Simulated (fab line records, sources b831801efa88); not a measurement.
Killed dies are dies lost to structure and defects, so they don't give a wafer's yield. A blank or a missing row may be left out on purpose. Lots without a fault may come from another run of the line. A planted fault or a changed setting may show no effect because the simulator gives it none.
fab line records | flow sky130
record lots=6 wafers=18 last_day=50
route steps=708 shown VIA3@589 METAL4@598 PAD_OPEN@708
lots that met no fault: from a run of the same line without faults
start_h: hours from the record's first day to the start of the lot's first wafer shown | wait_h: hours since the lot's step before | " the same as in the row above | L1.1+2: a row that stands for several wafers | - no value, or no start given | * or withheld: withheld | < > ~ a bound
route shown NAME@n: a module of which the file shows steps, and the number in the route of the first | usual: mean/standard deviation of fault-free wafers | same: alike in all rows | chamber/n: place in a boat | sites: the reading at each site | _std_site: their standard deviation | _edge_site: outer sites' mean less inner sites' | radius_mm: how far each site lies from the wafer's centre | mask NAME#n: copy n | behind: the tool/chamber that last shaped the wafer | hold: why the lot was held/for how many hours/how that ended | device: the transistor (n, p or np) that didn't switch | end of line: the same wafers' tests at the end of the route | a step without rows: its recipe alone | killed: dies lost to structure and defects at the first sort, not the wafer's yield | map: a wafer's dies, x killed, . not, _ none there
set.NAME: the setting as run; set.NAME@STEP: as run at that earlier step | model.NAME: the simulator's own value behind a step, which no gauge read
lots at some steps of the route; a table a step, a row a wafer
services: from which hour (start_h, from the record's first day; less than 0 if before it) a tool's chamber was out of use, for how many hours, and why
## steps
# step SKY_VIA3_STRIP_16
# recipe chemistry=O2/N2 power_w=1400 pressure_mtorr=1500 platen_temp_c=withheld o2_flow_sccm=3000 n2_flow_sccm=300 overash_fraction=0.5
# usual drypump_motor_current_A=5.7/0.38 oes_product_au=0.402/0.0049 strip_time_to_endpoint_s=4.143/0.027
# columns lot.wafer tool chamber start_h wait_h drypump_motor_current_A oes_product_au rf_hours_counter_h strip_time_to_endpoint_s
L468.1 plasma_asher-01 1 932.46 0.0 6.2 0.403 113 4.163
L468.2 " 0 " " 5.4 0.404 113 4.143
L468.4 " 0 " " 5.4 0.404 - 4.129
L476.2 plasma_asher-04 1 991.21 0.0 6.1 0.399 26 4.135
L476.3 " 0 " " 5.7 0.401 - 4.164
L476.5 " 1 " " 6.1 0.401 - 4.138
L477.1 plasma_asher-01 1 996.28 0.0 6.2 0.393 119 4.158
L477.2 " 0 " " 5.4 0.407 119 4.130
L477.3 " 1 " " 6.2 0.399 - 4.157
L486.2 plasma_asher-04 1 1056.33 0.0 6.2 0.408 32 4.108
L486.3 " 1 " " 6.1 0.400 - 4.128
L486.5 " 1 " " 6.2 0.403 - 4.214
L489.3 plasma_asher-02 0 1075.76 0.1 5.3 0.403 - 4.157
L489.4 " 1 " " 5.4 0.397 - 4.162
L489.6 " 1 " " 5.4 0.409 - 4.166
L490.1 plasma_asher-04 0 1080.36 0.0 5.6 0.400 35 4.142
L490.4 " 0 " " 5.7 0.403 - 4.169
L490.5 " 0 " " 5.7 0.400 - 4.145
# step SKY_VIA3_STRIP_17
# recipe chemistry=post_etch_residue_remover time_s=1200 temp_c=72.5
# step SKY_VIA3_CLEAN_18
# recipe chemistry=IPA time_s=180 temp_c=25
# step SKY_VIA3_CLEAN_19
# recipe chemistry=O3/DIW dry=n2_spin
# step SKY_VIA3_SPUTTER_20
# recipe material=TiN target_thk_nm=20 chamber_pressure_pa=5 power_w=4000 time_s=80
# step SKY_VIA3_CVD_21
# recipe material=W target_thk_nm=390 time_s=117.31 temp_c=400 pressure_torr=40
# usual heater_power_w=927/60
# columns lot.wafer tool chamber start_h wait_h heater_power_w
L468.1 cvd_w-02 0 933.14 0.0 1016
L468.2 " 1 " " 868
L468.4 " 0 " " 988
L476.2 cvd_w-01 1 991.90 0.0 917
L476.3 " 0 " " 905
L476.5 " 0 " " 919
L477.1 cvd_w-01 0 996.94 0.0 916
L477.2 " 1 " " 929
L477.3 " 0 " " 895
L486.2 cvd_w-02 0 1057.03 0.0 1026
L486.3 " 0 " " 1005
L486.5 " 1 " " 861
L489.3 cvd_w-01 0 1076.43 0.1 919
L489.4 " 1 " " 962
L489.6 " 0 " " 913
L490.1 cvd_w-02 0 1081.06 0.0 1026
L490.4 " 1 " " 872
L490.5 " 1 " " 842
# step SKY_VIA3_RS_MEAS_22
# recipe thk_meas_gauge=four-point-probe reads=W_of_VIA3_CVD_21+TiN_of_VIA3_SPUTTER_20
# usual VIA3_W_RS=0.2953/0.0027
# columns lot.wafer tool chamber start_h wait_h VIA3_W_RS[ohm/sq]
L468.1 film_metro-04 - 933.27 0.1 0.2948
L468.2 " - " " 0.2936
L468.4 " - " " 0.2984
L476.2 film_metro-04 - 992.05 0.1 0.2957
L476.3 " - " " 0.2983
L476.5 " - " " 0.2952
L477.1 film_metro-01 - 997.06 0.1 0.2923
L477.2 " - " " 0.2957
L477.3 " - " " 0.2947
L486.2 film_metro-01 - 1057.17 0.1 0.2989
L486.3 " - " " 0.2955
L486.5 " - " " 0.2979
L489.3 film_metro-01 - 1076.55 0.1 0.2877
L489.4 " - " " 0.2954
L489.6 " - " " 0.2918
L490.1 film_metro-03 - 1081.18 0.1 0.2925
L490.4 " - " " 0.2903
L490.5 " - " " 0.2947
# step SKY_VIA3_THK_MEAS_23
# recipe thk_meas_gauge=xrf reads=W_of_VIA3_CVD_21
# usual VIA3_W_THK=393/6
# columns lot.wafer tool chamber start_h wait_h VIA3_W_THK[nm]
L468.1 film_metro-04 - 933.39 0.1 386
L468.2 " - " " 391
L468.4 " - " " 384
L476.2 film_metro-04 - 992.16 0.1 396
L476.3 " - " " 394
L476.5 " - " " 397
L477.1 film_metro-01 - 997.18 0.1 401
L477.2 " - " " 399
L477.3 " - " " 398
L486.2 film_metro-01 - 1057.28 0.1 400
L486.3 " - " " 398
L486.5 " - " " 397
L489.3 film_metro-01 - 1076.65 0.1 411
L489.4 " - " " 397
L489.6 " - " " 400
L490.1 film_metro-03 - 1081.30 0.1 390
L490.4 " - " " 393
L490.5 " - " " 386
# step SKY_VIA3_CMP_24
# recipe stop_on=SiO2 t_overpolish_s=20 down_force_psi=3.5 platen_rpm=60 target_thk_nm=0 pad_velocity_m_s=0.94248
# usual head_pressure_psi=3.499/0.0074 motor_current_A=10.8/1.4 overpolish_run_s=19.999/0.0087 time_to_endpoint_s=93/3.1
# columns lot.wafer tool chamber start_h wait_h head_pressure_psi motor_current_A overpolish_run_s time_to_endpoint_s
L468.1 cmp-01 0 933.45 0.1 3.506 9.2 20.006 86
L468.2 " 1 " " 3.490 13.3 20.016 93
L468.4 " 2 " " 3.508 11.1 19.996 89
L476.3 cmp-02 2 992.21 0.0 3.492 11.0 19.998 91
L476.2 " 1 " " 3.492 9.0 19.983 95
L476.5 " 2 " " 3.502 10.5 20.005 94
L477.2 cmp-01 2 997.24 0.0 3.502 11.2 20.009 93
L477.3 " 0 " " 3.480 9.6 20.001 96
L477.1 " 1 " " 3.502 12.8 19.977 96
L486.2 cmp-01 1 1057.33 0.0 3.497 13.5 20.003 88
L486.3 " 0 " " 3.490 9.3 19.998 89
L486.5 " 2 " " 3.499 11.1 20.008 85
L489.3 cmp-02 3 1076.69 0.0 3.507 11.0 20.005 101
L489.4 " 0 " " 3.510 11.0 19.987 92
L489.6 " 0 " " 3.499 10.9 20.008 93
L490.4 cmp-02 1 1081.41 0.1 3.512 8.9 20.002 94
L490.1 " 2 " " 3.509 11.4 20.000 91
L490.5 " 0 " " 3.498 12.0 19.996 94
# step SKY_METAL4_SPUTTER_00
# recipe material=Ti target_thk_nm=15 power_w=3000 time_s=10 chamber_pressure_pa=0.4
# step SKY_METAL4_SPUTTER_01
# recipe material=TiN target_thk_nm=20 power_w=6500 time_s=16.7 chamber_pressure_pa=0.4
# usual cathode_dc_power_W=6500.0/1.1 chamber_pressure_pa=0.4000/0.00073 throttle_valve_pct=30.6/0.88
# columns lot.wafer tool chamber start_h wait_h cathode_dc_power_W chamber_pressure_pa throttle_valve_pct
L468.1 pvd_sputter-01 - 933.77 0.0 6500.4 0.4003 31.6
L468.2 " - " " 6499.6 0.4004 31.1
L468.4 " - " " 6498.1 0.3984 30.8
L476.2 pvd_sputter-02 - 992.53 0.0 6501.1 0.4002 30.1
L476.3 " - " " 6499.2 0.4001 30.5
L476.5 " - " " 6498.4 0.4009 30.3
L477.1 pvd_sputter-02 - 997.57 0.0 6500.7 0.4002 30.2
L477.2 " - " " 6501.7 0.4005 31.8
L477.3 " - " " 6502.1 0.3992 30.4
L486.2 pvd_sputter-03 - 1057.65 0.0 6500.1 0.3987 31.1
L486.3 " - " " 6499.5 0.4003 29.5
L486.5 " - " " 6497.4 0.3996 30.3
L489.3 pvd_sputter-03 - 1077.01 0.0 6499.4 0.3999 30.2
L489.4 " - " " 6499.8 0.4008 31.0
L489.6 " - " " 6499.6 0.4005 30.1
L490.1 pvd_sputter-02 - 1081.68 0.0 6499.5 0.3994 30.4
L490.4 " - " " 6499.7 0.3997 29.7
L490.5 " - " " 6501.5 0.3992 31.7
# step SKY_METAL4_SPUTTER_02
# recipe material=AlCu target_thk_nm=735 power_w=10600 time_s=39.1 chamber_pressure_pa=0.4
# step SKY_METAL4_SPUTTER_03
# recipe material=Ti target_thk_nm=5 power_w=3000 time_s=3.3 chamber_pressure_pa=0.4
# usual cathode_dc_power_W=3000.0/0.58 chamber_pressure_pa=0.4001/0.00084 throttle_valve_pct=30.6/0.85
# columns lot.wafer tool chamber start_h wait_h cathode_dc_power_W chamber_pressure_pa throttle_valve_pct
L468.1 pvd_sputter-01 - 933.83 0.0 2999.4 0.4005 32.1
L468.2 " - " " 3000.4 0.4005 31.1
L468.4 " - " " 2999.4 0.4010 30.8
L476.2 pvd_sputter-02 - 992.59 0.0 - - -
L476.3 " - " " - - -
L476.5 " - " " - - -
L477.1 pvd_sputter-02 - 997.63 0.0 - - -
L477.2 " - " " - - -
L477.3 " - " " - - -
L486.2 pvd_sputter-03 - 1057.72 0.0 3000.1 0.3989 31.1
L486.3 " - " " 2999.8 0.4017 29.7
L486.5 " - " " 3000.2 0.3996 30.3
L489.3 pvd_sputter-03 - 1077.07 0.0 3001.3 0.4005 30.4
L489.4 " - " " 2998.9 0.4006 31.2
L489.6 " - " " 3000.3 0.4014 30.0
L490.1 pvd_sputter-02 - 1081.75 0.0 2999.5 0.3994 30.6
L490.4 " - " " 3000.4 0.4011 30.0
L490.5 " - " " 2999.2 0.3991 31.6
# step SKY_METAL4_SPUTTER_04
# recipe material=TiN target_thk_nm=70 power_w=6500 time_s=58.3 chamber_pressure_pa=0.4
# usual cathode_dc_power_W=6499.8/1.2 chamber_pressure_pa=0.3999/0.00074 throttle_valve_pct=30.6/0.88
# columns lot.wafer tool chamber start_h wait_h cathode_dc_power_W chamber_pressure_pa throttle_valve_pct
L468.1 pvd_sputter-01 - 933.85 0.0 6499.6 0.4001 32.2
L468.2 " - " " 6499.3 0.4007 31.0
L468.4 " - " " 6500.3 0.4001 30.7
L476.2 pvd_sputter-02 - 992.61 0.0 6499.5 0.3997 29.6
L476.3 " - " " 6500.9 0.3995 30.5
L476.5 " - " " 6501.4 0.3998 30.1
L477.1 pvd_sputter-02 - 997.65 0.0 6499.3 0.3998 30.1
L477.2 " - " " 6499.0 0.4003 31.8
L477.3 " - " " 6500.7 0.3999 30.7
L486.2 pvd_sputter-03 - 1057.73 0.0 6498.5 0.4000 31.1
L486.3 " - " " 6499.4 0.4003 29.6
L486.5 " - " " 6500.7 0.3998 29.9
L489.3 pvd_sputter-03 - 1077.09 0.0 6500.2 0.3997 30.3
L489.4 " - " " 6500.4 0.3992 31.2
L489.6 " - " " 6500.4 0.3991 30.1
L490.1 pvd_sputter-02 - 1081.77 0.0 6501.5 0.4002 30.5
L490.4 " - " " 6498.7 0.4011 29.8
L490.5 " - " " 6500.6 0.4005 31.7
# step SKY_PAD_OPEN_PROBE_99
# usual defect_limited_yield=82.8/1.8 killed_at_M0_to_M3=43/6.3 killed_at_M4_up=3.1/1.9 killed_at_contacts=24/5.1 killed_at_front_end=14/4.3 killed_at_other=0.3/0.53 killed_dies=85/8.8 killed_open=46/7.1 killed_short=38/5.9 sort_bin_3_pad_short=0.8/0.41 sort_bin_5_function=10.4/1.5 sort_bin_6_memory=6.1/1.1 sort_n_pass=407/8.8 sort_yield_pct=82.8/1.8
# same gross_dies=492 killed_at_back_side=0 sort_bin_4_leakage[%]=0 sort_bin_8_speed[%]=0
# columns lot.wafer tool chamber start_h wait_h defect_limited_yield[%] killed_at_M0_to_M3 killed_at_M4_up killed_at_contacts killed_at_front_end killed_at_other killed_dies killed_open killed_short sort_bin_3_pad_short[%] sort_bin_5_function[%] sort_bin_6_memory[%] sort_n_pass sort_yield_pct[%] model.etest.via4_chain.rc_ohm model.etest.met4.rs_ohm_sq
L468.1 prober-02 - 1078.78 0.1 86.0 32 2 18 17 0 69 39 30 0.2 8.3 5.5 423 86.0 0.7854 0.04264
L468.2 prober-02 - 1078.83 0.1 83.1 52 2 20 9 0 83 49 34 1.4 9.8 5.7 409 83.1 0.8211 0.04231
L468.4 prober-02 - 1078.93 0.2 86.4 36 1 19 11 0 67 34 33 0.4 7.1 6.1 425 86.4 0.801 0.04289
L476.2 prober-02 - 1127.59 0.1 83.5 35 5 28 13 0 81 40 40 0.8 10.8 4.9 411 83.5 0.9025 0.0419
L476.3 prober-02 - 1127.64 0.2 82.3 46 5 27 9 0 87 55 32 1.4 9.3 6.9 405 82.3 0.9241 0.04244
L476.5 prober-02 - 1127.74 0.2 78.3 44 4 35 24 0 107 67 40 1.2 13.6 6.9 385 78.3 0.9251 0.04209
L477.1 prober-01 - 1132.57 0.1 85.0 34 2 28 10 0 74 35 39 0.4 9.8 4.9 418 85.0 0.8875 0.0422
L477.2 prober-01 - 1132.62 0.1 84.6 38 0 23 14 1 76 37 39 0.6 10.0 4.9 416 84.6 0.8989 0.04153
L477.3 prober-01 - 1132.67 0.2 80.7 47 5 31 12 0 95 55 40 0.4 12.0 6.9 397 80.7 0.8988 0.04144
L486.2 prober-02 - 1180.84 0.1 82.5 43 0 26 17 0 86 41 45 1.8 10.0 5.7 406 82.5 0.8239 0.04272
L486.3 prober-02 - 1180.89 0.2 85.8 31 3 19 17 0 70 35 35 1.0 8.3 4.9 422 85.8 0.8036 0.04291
L486.5 prober-02 - 1180.99 0.2 81.5 48 2 26 15 0 91 56 35 0.2 12.0 6.3 401 81.5 0.7945 0.04278
L489.3 prober-02 - 1193.03 0.2 82.5 45 3 21 17 0 86 54 32 0.2 11.2 6.1 406 82.5 0.8071 0.04241
L489.4 prober-02 - 1193.08 0.2 82.1 53 4 14 16 1 88 44 42 0.6 11.0 6.3 404 82.1 0.7726 0.04222
L489.6 prober-02 - 1193.18 0.2 81.9 40 4 23 19 3 89 50 39 1.0 10.2 6.9 403 81.9 0.8087 0.04287
L490.1 prober-01 - 1198.62 0.1 82.9 41 3 27 13 0 84 53 31 0.8 9.3 6.9 408 82.9 0.7711 0.0425
L490.4 prober-01 - 1198.77 0.2 81.9 42 5 20 22 0 89 49 40 0.6 10.4 7.1 403 81.9 0.8016 0.04306
L490.5 prober-01 - 1198.82 0.2 81.7 50 4 16 20 0 90 46 44 1.2 10.8 6.3 402 81.7 0.8253 0.04248
# killed by level:class
L468.1 FIELD_ISO:geometric_particle:open=10 VIA1:geometric_particle:open=8 VIA3:geometric_particle:open=8 CONTACT:geometric_particle:short=6 METAL1:geometric_particle:short=5 LI_CONTACT:geometric_particle:open=5 FIELD_ISO:geometric_particle:short=4 METAL2:geometric_particle:short=4
L468.2 VIA1:geometric_particle:open=15 LI_CONTACT:geometric_particle:open=11 VIA3:geometric_particle:open=7 VIA1:geometric_particle:short=7 METAL3:geometric_particle:short=5 FIELD_ISO:geometric_particle:open=4 CONTACT:geometric_particle:short=4 CONTACT:geometric_particle:open=4
L468.4 CONTACT:geometric_particle:short=9 METAL2:geometric_particle:short=7 VIA1:geometric_particle:open=6 FIELD_ISO:geometric_particle:open=5 CONTACT:geometric_particle:open=5 FIELD_ISO:geometric_particle:short=4 METAL1:geometric_particle:open=4 VIA1:geometric_particle:short=4
L476.2 VIA1:geometric_particle:open=10 CONTACT:geometric_particle:open=7 CONTACT:geometric_particle:short=7 LOCAL_INTERCONNECT:geometric_particle:short=6 LI_CONTACT:geometric_particle:open=5 VIA3:geometric_particle:open=5 FIELD_ISO:geometric_particle:short=4 POLY_GATE:geometric_particle:short=3
L476.3 VIA1:geometric_particle:open=17 LI_CONTACT:geometric_particle:open=10 VIA3:geometric_particle:open=8 CONTACT:geometric_particle:open=8 CONTACT:geometric_particle:short=5 METAL1:geometric_particle:short=5 METAL4:geometric_particle:short=4 FIELD_ISO:geometric_particle:open=3
L476.5 CONTACT:geometric_particle:open=13 VIA1:geometric_particle:open=12 LI_CONTACT:geometric_particle:open=10 FIELD_ISO:geometric_particle:open=8 CONTACT:geometric_particle:short=6 VIA2:geometric_particle:open=6 VIA3:geometric_particle:open=5 FIELD_ISO:geometric_particle:short=4
L477.1 CONTACT:geometric_particle:open=8 CONTACT:geometric_particle:short=7 VIA1:geometric_particle:short=7 VIA3:geometric_particle:open=7 METAL1:geometric_particle:short=6 LI_CONTACT:geometric_particle:open=5 LOCAL_INTERCONNECT:geometric_particle:short=4 LI_CONTACT:geometric_particle:short=3
L477.2 VIA1:geometric_particle:open=8 LI_CONTACT:geometric_particle:open=7 CONTACT:geometric_particle:short=7 VIA3:geometric_particle:open=7 VIA1:geometric_particle:short=6 FIELD_ISO:geometric_particle:short=5 CONTACT:geometric_particle:open=5 METAL3:geometric_particle:short=5
L477.3 CONTACT:geometric_particle:open=14 METAL2:geometric_particle:short=11 VIA1:geometric_particle:open=8 VIA3:geometric_particle:open=8 VIA2:geometric_particle:open=6 CONTACT:geometric_particle:short=6 LI_CONTACT:geometric_particle:open=5 METAL1:geometric_particle:short=5
L486.2 METAL1:geometric_particle:short=12 CONTACT:geometric_particle:open=10 FIELD_ISO:geometric_particle:short=8 LOCAL_INTERCONNECT:geometric_particle:short=6 VIA1:geometric_particle:open=6 VIA2:geometric_particle:open=6 LI_CONTACT:geometric_particle:open=5 VIA2:geometric_particle:short=5
L486.3 CONTACT:geometric_particle:short=8 VIA1:geometric_particle:open=7 CONTACT:geometric_particle:open=7 FIELD_ISO:geometric_particle:open=6 VIA3:geometric_particle:open=5 FIELD_ISO:geometric_particle:short=4 METAL1:geometric_particle:short=4 POLY_GATE:geometric_particle:short=3
L486.5 VIA1:geometric_particle:open=12 CONTACT:geometric_particle:open=11 VIA2:geometric_particle:open=9 VIA3:geometric_particle:open=7 VIA2:geometric_particle:short=6 FIELD_ISO:geometric_particle:open=4 LI_CONTACT:geometric_particle:short=4 LI_CONTACT:geometric_particle:open=4
L489.3 VIA1:geometric_particle:open=15 CONTACT:geometric_particle:open=7 VIA2:geometric_particle:open=7 LI_CONTACT:geometric_particle:open=6 VIA1:geometric_particle:short=6 VIA3:geometric_particle:open=6 POLY_GATE:geometric_particle:open=5 CONTACT:geometric_particle:short=4
L489.4 VIA1:geometric_particle:open=10 METAL1:geometric_particle:short=10 VIA2:geometric_particle:open=9 POLY_GATE:geometric_particle:open=6 CONTACT:geometric_particle:short=4 VIA3:geometric_particle:open=4 LI_CONTACT:geometric_particle:open=4 CONTACT:geometric_particle:open=4
L489.6 VIA1:geometric_particle:open=17 FIELD_ISO:geometric_particle:short=8 CONTACT:geometric_particle:open=8 METAL2:geometric_particle:short=5 POLY_GATE:geometric_particle:open=4 LI_CONTACT:geometric_particle:open=4 LOCAL_INTERCONNECT:geometric_particle:short=4 CONTACT:geometric_particle:short=4
L490.1 CONTACT:geometric_particle:open=11 VIA1:geometric_particle:open=11 LI_CONTACT:geometric_particle:open=8 VIA2:geometric_particle:open=8 VIA3:geometric_particle:open=7 FIELD_ISO:geometric_particle:open=4 FIELD_ISO:geometric_particle:short=4 CONTACT:geometric_particle:short=4
L490.4 VIA1:geometric_particle:open=11 LI_CONTACT:geometric_particle:open=10 FIELD_ISO:geometric_particle:short=7 VIA1:geometric_particle:short=6 FIELD_ISO:geometric_particle:open=5 POLY_GATE:geometric_particle:open=5 CONTACT:geometric_particle:open=4 METAL1:geometric_particle:short=4
L490.5 VIA1:geometric_particle:open=10 FIELD_ISO:geometric_particle:open=9 VIA3:geometric_particle:open=9 CONTACT:geometric_particle:open=6 VIA3:geometric_particle:short=5 FIELD_ISO:geometric_particle:short=5 VIA2:geometric_particle:open=5 VIA2:geometric_particle:short=5
## services
# columns tool chamber start_h hours kind
cmp-01 - 912.11 4.0 pm
plasma_asher-01 - 917.81 11.4 repair
plasma_asher-02 - 931.53 2.7 repair
plasma_asher-02 - 935.02 3.1 repair
cmp-02 - 936.03 0.7 repair
plasma_asher-04 - 953.76 2.8 pm
cvd_w-02 1 954.55 9.0 repair
plasma_asher-01 - 961.07 1.9 repair
pvd_sputter-03 3 974.16 - consumable_replace:kit
pvd_sputter-03 3 974.16 18.0 scheduled_down
pvd_sputter-03 3 974.16 18.0 vent_cycle
cvd_w-01 - 988.35 0.6 repair
plasma_asher-02 - 994.19 0.8 repair
pvd_sputter-03 - 1016.42 6.8 repair
pvd_sputter-01 - 1020.79 7.9 repair
cmp-01 - 1049.54 2.5 repair
cmp-02 - 1050.85 4.0 repair
plasma_asher-01 - 1055.25 9.0 pm
cmp-02 - 1055.54 0.9 repair
plasma_asher-02 - 1070.13 3.1 repair
pvd_sputter-03 2 1073.19 - consumable_replace:kit
pvd_sputter-03 2 1073.19 18.0 scheduled_down
pvd_sputter-03 2 1073.19 18.0 vent_cycle
cmp-02 - 1077.05 0.3 repair
## key
first_sign step=SKY_METAL4_SPUTTER_03 reading=tool_record direction=missing
effect none on later readings
model_effect step=SKY_PAD_OPEN_PROBE_99 value=etest.via4_chain.rc_ohm without=0.7862 struck=0.9061
met_at SKY_METAL4_SPUTTER_03
struck_wafers L476.2,L476.3,L476.5,L477.1,L477.2,L477.3
fault kind=skipped_step_whole tool=pvd_sputter-02 chamber=- onset_h=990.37 steps=SKY_METAL4_SPUTTER_03 scope=struck_lots_only
